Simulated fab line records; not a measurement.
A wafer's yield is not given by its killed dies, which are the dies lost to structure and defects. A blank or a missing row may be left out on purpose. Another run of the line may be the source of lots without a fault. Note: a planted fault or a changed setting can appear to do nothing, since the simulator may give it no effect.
A struck lot beside a sound one + flow sky130 + 22 steps out of a route of 708
Sound: the wafers L598.1, L598.3, L598.6. Wafers struck: L605.2, L605.3, L605.6. At the end, the cause is stated.
For every step that has rows: the tool of each side, followed by ch and its chambers, followed by its first start. Under that, the readings that differ: sound wafers + struck wafers + difference of the means + sigmas: that difference in standard deviations of wafers without a fault.
alike: a reading whose means differ by less than 2 such deviations, as well as words and numbers matching on both sides. not compared: withheld readings; readings where some wafer has no value; bounds like >300 that might hide an equal value; numbers whose values overlap and for which the record gives no deviation.
A row with sigmas, a row that says differs or no value, or rows on one side alone: a step with any of these is where the two part. When numbers do not overlap yet have no deviation, they are printed without sigmas and do not part them. A reading missing from all wafers of one side parts the sides only when that side holds two or more wafers.

first, 1 step without rows for these wafers: SKY_POLY_GATE_OXIDATION_20 (stabilise 600 s, purge 300 s, target thk 4 nm).
SKY_POLY_GATE_THK_MEAS_21:
  sound on film-metro-04, day 17 16:27; struck on film-metro-01, day 20 06:25
  alike: POLY_GATE_OXIDATION_THK
SKY_POLY_GATE_CD_MEAS_22:
  sound on cd-sem-02, day 17 16:31; struck on cd-sem-02, day 20 06:30
  alike: cd-nm
then, 7 steps without rows for these wafers: SKY_LDD_N_DEHYDRATE_00 (time 60 s); SKY_LDD_N_HMDS_01 (prime time 60 s); SKY_LDD_N_COAT_02 (resist thk 300 nm); SKY_LDD_N_SOFTBAKE_03 (time 60 s); SKY_LDD_N_EXPOSE_04 (exposes mask NTM, target cd 840 nm); SKY_LDD_N_PEB_05; SKY_LDD_N_DEVELOP_06 (develop time 60 s).
SKY_LDD_N_OVL_MEAS_07:
  sound on overlay-01, day 18 21:43; struck on overlay-02, day 21 12:43
  alike: LDD_N_OVL
following that, these wafers have no rows for 1 step: SKY_LDD_N_IMPLANT_08.
SKY_LDD_N_IMPLANT_09:
  sound on implanter-04 ch 0, day 18 21:55; struck on implanter-04 ch 0, day 21 12:55
| reading            | sound                       | struck                        | difference | sigmas      |
|--------------------|-----------------------------|-------------------------------|------------|-------------|
| dose-ions-cm2      | 7.498e+13 7.5e+13 7.494e+13 | 6.405e+13 6.403e+13 6.399e+13 | -1.095e+13 | -99 or more |
| faraday-current-uA | 437 421 417                 | 368 371 360                   | -59        | -7          |
then, 6 steps without rows for these wafers: SKY_LDD_N_IMPLANT_10; SKY_LDD_N_IMPLANT_11; SKY_LDD_N_IMPLANT_12; SKY_LDD_N_IMPLANT_13; SKY_LDD_N_IMPLANT_14; SKY_LDD_N_IMPLANT_15.
SKY_LDD_N_STRIP_16: strips in O2/N2.
  sound on plasma-asher-01 ch 0,1, day 18 22:58; struck on plasma-asher-03 ch 0,1, day 21 13:57
| reading                     | sound       | struck      | difference | sigmas |
|-----------------------------|-------------|-------------|------------|--------|
| drypump-motor-current-A (A) | 5.2 5.2 5.2 | 5.9 6.5 5.9 | +0.9       | +2     |
  alike: oes-product-au, strip-time-to-endpoint-s
  not compared: rf-hours-counter-h
SKY_LDD_N_TW_MEAS_17:
  sound on film-metro-02, day 18 23:04; struck on film-metro-03, day 21 14:04
  alike: LDD_N_TW
-- a jump in the record: the struck wafers' starts before and after are 27 days apart (it breaks off in module LDD_N and resumes in module PAD_OPEN, where the first step shown is number 708 of the route) --
SKY_PAD_OPEN_PROBE_99:
  sound on prober-02, day 46 16:29; struck on prober-02, day 48 10:36
| reading                     | sound           | struck            | difference | sigmas |
|-----------------------------|-----------------|-------------------|------------|--------|
| model.etest.tip-n.rs-ohm-sq | 444.6 446.2 445 | 450.4 448.2 451.9 | +4.9       |        |
  alike: killed_at_M0_to_M3, killed_at_M4_up, killed-at-contacts, killed-at-front-end, killed-at-other, killed-dies, killed-open, killed-short

== WHERE THEY PART ==
At SKY_LDD_N_IMPLANT_09 first; at SKY_LDD_N_STRIP_16 last (within this record only). Later steps at which nothing parts them and some readings are alike: SKY_LDD_N_TW_MEAS_17, SKY_PAD_OPEN_PROBE_99.

WHY: whatever the simulator had introduced
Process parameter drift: implanter-04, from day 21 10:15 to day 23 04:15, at SKY_LDD_N_IMPLANT_09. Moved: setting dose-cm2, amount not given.
